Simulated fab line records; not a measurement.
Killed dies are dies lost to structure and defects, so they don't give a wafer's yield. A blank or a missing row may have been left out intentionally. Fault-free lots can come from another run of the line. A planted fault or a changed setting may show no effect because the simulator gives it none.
Chamber matching :: flow sky130 :: SKY_VIA4_ETCH_12 on rie-diel-03 has 4 sister chambers
The step etches SiO2 in C4F8/O2/Ar, stops on TiN, target depth 580 nm. 16 wafers are shown with their chamber, then 8 later ones without.

WAFERS WITH THEIR CHAMBER
wafer: L075.4
chamber: 2
bias-w (W): 1203
oes-product-au (a.u.): 0.923

wafer: L075.5
chamber: 2
bias-w (W): 1200
oes-product-au (a.u.): 0.926

wafer: L075.6
chamber: 3
bias-w (W): 1198
oes-product-au (a.u.): 0.921

wafer: L080.2
chamber: 3
bias-w (W): 1200
oes-product-au (a.u.): 0.923

wafer: L080.3
chamber: 2
bias-w (W): 1199
oes-product-au (a.u.): 0.924

wafer: L080.6
chamber: 3
bias-w (W): 1197
oes-product-au (a.u.): 0.921

wafer: L082.1
chamber: 3
bias-w (W): 1197
oes-product-au (a.u.): 0.932

wafer: L082.3
chamber: 1
bias-w (W): 1201
oes-product-au (a.u.): 0.922

wafer: L082.6
chamber: 2
bias-w (W): 1202
oes-product-au (a.u.): 0.925

wafer: L086.1
chamber: 2
bias-w (W): 1203
oes-product-au (a.u.): 0.929

wafer: L086.2
chamber: 0
bias-w (W): 1200
oes-product-au (a.u.): 0.929

wafer: L086.5
chamber: 3
bias-w (W): 1200
oes-product-au (a.u.): 0.936

wafer: L088.1
chamber: 3
bias-w (W): 1198
oes-product-au (a.u.): 0.928

wafer: L088.2
chamber: 1
bias-w (W): 1206
oes-product-au (a.u.): 0.928

wafer: L088.4
chamber: 0
bias-w (W): 1201
oes-product-au (a.u.): 0.925

wafer: L090.1
chamber: 2
bias-w (W): 1197
oes-product-au (a.u.): 0.920

SIGNATURES (averages over the wafers above)
reading: bias-w
chamber 0: 1200.50
chamber 1: 1203.50
chamber 2: 1200.67
chamber 3: 1198.33
scatter within a chamber: 2.07

reading: oes-product-au
chamber 0: 0.92700
chamber 1: 0.92500
chamber 2: 0.92450
chamber 3: 0.92683
scatter within a chamber: 0.00471
Rule: a wafer lies at a distance from a chamber equal to the root of the sum of squares, over the readings, of (its reading less the chamber's mean, divided by the reading's scatter). If the next closest chamber is less than 2 further off than the closest, the wafer can't be placed; otherwise it belongs to the closest. How the scatter is found: for the shown wafers, subtract from each reading the mean of its chamber, square and add these, divide the total by (wafers less chambers), then take the root.

WAFERS WITHOUT THEIR CHAMBER
wafer: L090.4
bias-w (W): 1197
oes-product-au (a.u.): 0.919

wafer: L090.6
bias-w (W): 1204
oes-product-au (a.u.): 0.933

wafer: L091.1
bias-w (W): 1204
oes-product-au (a.u.): 0.922

wafer: L091.2
bias-w (W): 1198
oes-product-au (a.u.): 0.928

wafer: L091.3
bias-w (W): 1203
oes-product-au (a.u.): 0.922

wafer: L097.1
bias-w (W): 1201
oes-product-au (a.u.): 0.926

wafer: L097.5
bias-w (W): 1204
oes-product-au (a.u.): 0.917

wafer: L097.6
bias-w (W): 1197
oes-product-au (a.u.): 0.917

WHICH CHAMBER EACH ONE RAN IN
wafer: L090.4
from the rows above: can't be placed: 3 or 2 or 0 or 1
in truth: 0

wafer: L090.6
from the rows above: can't be placed: 1 or 0 or 2 or 3
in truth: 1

wafer: L091.1
from the rows above: can't be placed: 1 or 2 or 0
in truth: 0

wafer: L091.2
from the rows above: can't be placed: 3 or 0 or 2
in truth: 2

wafer: L091.3
from the rows above: can't be placed: 1 or 2 or 0 or 3
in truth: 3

wafer: L097.1
from the rows above: can't be placed: 0 or 2 or 1 or 3
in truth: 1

wafer: L097.5
from the rows above: can't be placed: 1 or 2 or 0 or 3
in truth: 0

wafer: L097.6
from the rows above: can't be placed: 3 or 2 or 0 or 1
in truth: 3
0 of 8 placed correctly. These rows do not allow placing 8 (true chamber among the candidates in 8). Placed wrongly: 0.
